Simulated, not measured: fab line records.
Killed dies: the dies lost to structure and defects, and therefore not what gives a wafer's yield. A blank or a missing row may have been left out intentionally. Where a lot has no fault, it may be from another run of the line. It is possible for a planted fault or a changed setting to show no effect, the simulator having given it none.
Problem report, 8D (eight disciplines) form, completed by code -- flow sky130 -- the parts of the form that need people (team, actions taken, sign-off) are left out

1. THE ISSUE
runLengthS at SKY_FIELD_ISO_ETCH_14 reads a mean of 52.8 s on 6 wafers of 2 lots; wafers without a fault read 73.9 s with a standard deviation of 0.39. Measured from the usual mean, that is -54 standard deviations.
The step: etches BARC in N2/H2, stops on SiO2, time 45.9 s, target depth 60 nm.
First observed at day 4 14:28: wafer L735.1, on rieDiel-01. The record has a number at this step for 42 wafers belonging to 14 lots. Rule for "out" (also "out of limits"): further than 4 standard deviations from the usual mean. The other wafers with a number count as sound.

2. WHAT IT IS, AND WHAT IT ISN'T
question,is,is not
which readings at this step,"runLengthS, oesProductAu",drypumpMotorCurrentA
which lots,"L735, L736","L724, L725, L726, L727, L729, L730, L737, L740, L741, L742, L743, L747"
which wafers of those lots,all that have a number,-
read on which tools,rieDiel-01,"rieDiel-02, rieDiel-03"
when,from day 4 14:28,"up to then (18 sound wafers); but 18 sound wafers of L737, L740, L741, L742, L743, L747 came after"

3. WHAT RULES OUT EACH SUSPECT
Counting: any tool at a process step up to the reading is kept as a suspect provided that every lot that is out went through it and no sound lot did after the first of them.
- rieDiel-01 at SKY_FIELD_ISO_ETCH_14 (etches BARC in N2/H2, stops on SiO2, time 45.9 s, target depth 60 nm): kept. Every lot that is out went through it, starting with L735 (day 4 14:28), and after that it ran no sound lot; the last sound lot it ran before then is L729 (day 3 06:28). Its own readings are out on those wafers: oesProductAu, runLengthS.
After counting, what remains is rieDiel-01 at SKY_FIELD_ISO_ETCH_14.

4. THE CAUSE (what the simulator had put in)
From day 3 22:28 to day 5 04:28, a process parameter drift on rieDiel-01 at SKY_FIELD_ISO_ETCH_14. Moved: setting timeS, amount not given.
Only this tool survived the counting.

5. SEQUENCE OF EFFECTS, ordered by route
One row per reading whose mean, taken over the struck wafers that have a number, lies over 3 standard deviations from the usual. Scope: only readings with a usual standard deviation given in the record; hours: median across lots of the time from each lot's start at the first step in this table that gives one to its start at this step; sigmas: change in usual standard deviations.
hours,step,reading,usual,on struck wafers,change,sigmas
0,SKY_FIELD_ISO_ETCH_14,oesProductAu,0.856 a.u.,1.001,+0.145,+29
0,SKY_FIELD_ISO_ETCH_14,runLengthS,73.9 s,52.8,-21.1,-54
0,SKY_FIELD_ISO_ETCH_15,oesProductAu,0.945 a.u.,0.375,-0.570,-83
0,SKY_FIELD_ISO_ETCH_15,throttleValvePct,8.844 %,8.680,-0.164,-17
0,SKY_FIELD_ISO_STRIP_16,stripTimeToEndpointS,3.54 s,3.75,+0.21,+6.5
Here are the process steps it includes:
- SKY_FIELD_ISO_ETCH_14: etches BARC in N2/H2, stops on SiO2, time 45.9 s, target depth 60 nm.
- SKY_FIELD_ISO_ETCH_15: etches the open film in CHF3/O2, stops on Si, target depth 180 nm, time 72 s.
- SKY_FIELD_ISO_STRIP_16: strips in O2/N2.

6. WHAT WOULD HAVE CAUGHT IT SOONER
In this record no reading fell out of limits until day 4 14:28, 16 hours after the fault had begun at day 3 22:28.
